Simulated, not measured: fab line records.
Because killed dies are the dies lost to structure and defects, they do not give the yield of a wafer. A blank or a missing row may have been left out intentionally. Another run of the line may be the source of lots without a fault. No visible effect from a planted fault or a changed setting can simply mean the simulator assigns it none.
A struck lot beside a sound one || flow sky130 || 15 steps out of a route of 708
Sound: the wafers L136.4, L136.5, L136.6. Wafers struck: L147.1, L147.2, L147.6. The cause comes at the end.
At each step with rows: each side's tool, then ch and its chambers, then its first start. Under that, the readings that differ: sound wafers || struck wafers || difference of the means || sigmas: that difference in standard deviations of wafers without a fault.
alike: readings whose means differ by less than 2 such deviations, and words and numbers that are the same on both sides. not compared: withheld readings, readings that some wafer has no value for, bounds like >300 that may hide the same value, and numbers for which the record gives no deviation and whose values overlap.
A row with sigmas, a row that says differs or no value, or rows on one side alone: a step with any of these is where the two part. Non-overlapping numbers with no deviation appear without sigmas and do not part them. A reading missing from all wafers of one side parts the sides only when that side holds two or more wafers.

SKY_METAL4_SPUTTER_04: material TiN, target thk 70 nm, time 58.3 s.
  sound on pvd_sputter-01, day 41 12:58; struck on pvd_sputter-01, day 44 16:13
  alike: throttle_valve_pct
SKY_CAP2M_CVD_00: deposits SiO2, target thk 15.5 nm.
  sound on pecvd-04 ch 0,1,2, day 41 13:01; struck on pecvd-03 ch 1,2, day 44 16:16
  alike: heater_power_w
SKY_CAP2M_THK_MEAS_01:
  sound on film_metro-01, day 41 13:04; struck on film_metro-01, day 44 16:17
  alike: CAP2M_CVD_00_THK
SKY_CAP2M_SPUTTER_02: material TiN, target thk 200 nm, time 166.7 s.
  sound on pvd_sputter-03, day 41 13:05; struck on pvd_sputter-03, day 44 16:21
  alike: throttle_valve_pct
SKY_CAP2M_RS_MEAS_03: the measuring method here is four-point-probe.
  sound on film_metro-03, day 41 13:16; struck on film_metro-02, day 44 16:28
  alike: CAP2M_TIN_RS
SKY_CAP2M_THK_MEAS_04: measures by xrf.
  sound on film_metro-03, day 41 13:21; struck on film_metro-02, day 44 16:35
  alike: CAP2M_TIN_THK
then, 6 steps without rows for these wafers: SKY_CAP2M_DEHYDRATE_05 (time 60 s); SKY_CAP2M_HMDS_06 (prime time 60 s); SKY_CAP2M_COAT_07 (resist thk 1140 nm); SKY_CAP2M_SOFTBAKE_08 (time 60 s); SKY_CAP2M_EXPOSE_09 (exposes mask CAP2M, target cd 1000 nm); SKY_CAP2M_PEB_10.
SKY_CAP2M_DEVELOP_11: develop time 60 s.
  sound on litho_track-01 ch 0, day 42 13:31; struck on litho_track-01 ch 0, day 45 14:08
{"reading": "developer_temp_C (C)", "sound": "23.18 23.02 22.97", "struck": "22.35 22.33 22.33", "difference": -0.72, "sigmas": -7}
  alike: resist_line_temp_C
SKY_CAP2M_OVL_MEAS_12:
  sound on overlay-01, day 42 13:36; struck on overlay-01, day 45 14:17
  alike: CAP2M_OVL
-- the record jumps here: 4 days lie between the struck wafers' starts before and after (it left off in module CAP2M and takes up again in module PAD_OPEN, whose first step shown is number 708 of the route) --
SKY_PAD_OPEN_PROBE_99:
  sound on prober-01, day 47 09:38; struck on prober-02, day 49 22:35
  alike: defect_limited_yield, killed_at_M0_to_M3, killed_at_M4_up, killed_at_contacts, killed_at_front_end, killed_at_other, killed_dies, killed_open, killed_short, sort_bin_3_pad_short, sort_bin_5_function, sort_bin_6_memory, sort_n_pass, sort_yield_pct

== WHERE THEY PART ==
SKY_CAP2M_DEVELOP_11 only, going by this record. Later steps at which nothing parts them and some readings are alike: SKY_CAP2M_OVL_MEAS_12, SKY_PAD_OPEN_PROBE_99.

WHY: the cause the simulator had injected
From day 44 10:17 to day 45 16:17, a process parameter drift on litho_track-01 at SKY_CAP2M_DEVELOP_11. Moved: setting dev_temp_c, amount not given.
